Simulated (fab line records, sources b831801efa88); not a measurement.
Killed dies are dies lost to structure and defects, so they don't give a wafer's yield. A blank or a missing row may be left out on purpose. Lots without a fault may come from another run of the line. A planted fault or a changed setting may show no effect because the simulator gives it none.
Chamber matching | flow sky130 | SKY_VIA2_CMP_24 on cmp-01: 4 sister chambers
The step polishes, stops on SiO2, t overpolish 20 s, target thk 0 nm. 20 wafers are shown with their chamber, then 10 later ones without.

WAFERS WITH THEIR CHAMBER
wafer  | chamber | time_to_endpoint_s (s) | motor_current_A (A) | overpolish_run_s (s)
L076.1 | 2       | 100                    | 11.5                | 19.989
L076.5 | 1       | 95                     | 11.0                | 20.013
L076.6 | 0       | 105                    | 10.3                | 20.000
L079.2 | 1       | 95                     | 10.9                | 19.994
L079.4 | 0       | 105                    | 11.1                | 20.000
L079.5 | 0       | 97                     | 11.1                | 19.994
L082.3 | 2       | 100                    | 10.7                | 20.003
L082.4 | 3       | 89                     | 9.8                 | 20.005
L082.5 | 1       | 94                     | 10.9                | 19.991
L085.3 | 2       | 99                     | 10.8                | 20.005
L085.5 | 3       | 93                     | 10.0                | 20.001
L085.6 | 2       | 100                    | 11.3                | 19.990
L086.2 | 0       | 103                    | 10.6                | 20.011
L086.5 | 3       | 88                     | 9.7                 | 20.008
L086.6 | 2       | 98                     | 11.4                | 19.998
L083.2 | 0       | 110                    | 10.7                | 19.999
L083.3 | 1       | 97                     | 11.2                | 19.988
L083.5 | 1       | 97                     | 10.4                | 19.991
L090.2 | 3       | 93                     | 10.5                | 19.992
L090.3 | 0       | 105                    | 10.8                | 19.997

SIGNATURES (means of the wafers above)
reading            | chamber 0 | chamber 1 | chamber 2 | chamber 3 | scatter within a chamber
time_to_endpoint_s | 104.17    | 95.60     | 99.40     | 90.75     | 2.74
motor_current_A    | 10.767    | 10.880    | 11.140    | 10.000    | 0.329
overpolish_run_s   | 20.00017  | 19.99540  | 19.99700  | 20.00150  | 0.00763
Rule: a wafer's distance from a chamber is the root of the sum, over the readings, of the square of ((its reading less the chamber's mean) divided by the reading's scatter). The wafer belongs to the nearest chamber; if the next one is less than 2 further off, it can't be placed. The scatter: the root of (the sum of the squares of (reading less its chamber's mean) over the shown wafers, divided by (wafers less chambers)).

WAFERS WITHOUT THEIR CHAMBER
wafer  | time_to_endpoint_s (s) | motor_current_A (A) | overpolish_run_s (s)
L090.5 | 96                     | 10.6                | 20.008
L092.1 | 100                    | 10.4                | 20.006
L092.2 | 105                    | 11.7                | 20.002
L092.5 | 110                    | 11.1                | 19.996
L093.2 | 105                    | 12.0                | 20.010
L093.3 | 94                     | 9.8                 | 20.003
L093.4 | 94                     | 10.3                | 20.004
L095.1 | 93                     | 9.7                 | 20.011
L095.3 | 108                    | 10.6                | 20.004
L095.5 | 98                     | 11.1                | 20.003

WHICH CHAMBER EACH WENT THROUGH
wafer  | from the rows above               | in truth
L090.5 | can't be placed: 1 or 2 or 3 or 0 | 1
L092.1 | can't be placed: 0 or 2 or 1 or 3 | 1
L092.2 | can't be placed: 2 or 0 or 1      | 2
L092.5 | can't be placed: 0 or 2           | 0
L093.2 | can't be placed: 2 or 0 or 1      | 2
L093.3 | 3                                 | 3
L093.4 | can't be placed: 3 or 1 or 2      | 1
L095.1 | 3                                 | 3
L095.3 | 0                                 | 0
L095.5 | can't be placed: 2 or 1 or 0      | 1
Placed correctly: 3 of 10. Can't be placed from these rows: 7 (the true chamber is among the candidates in 7). Placed wrongly: 0.
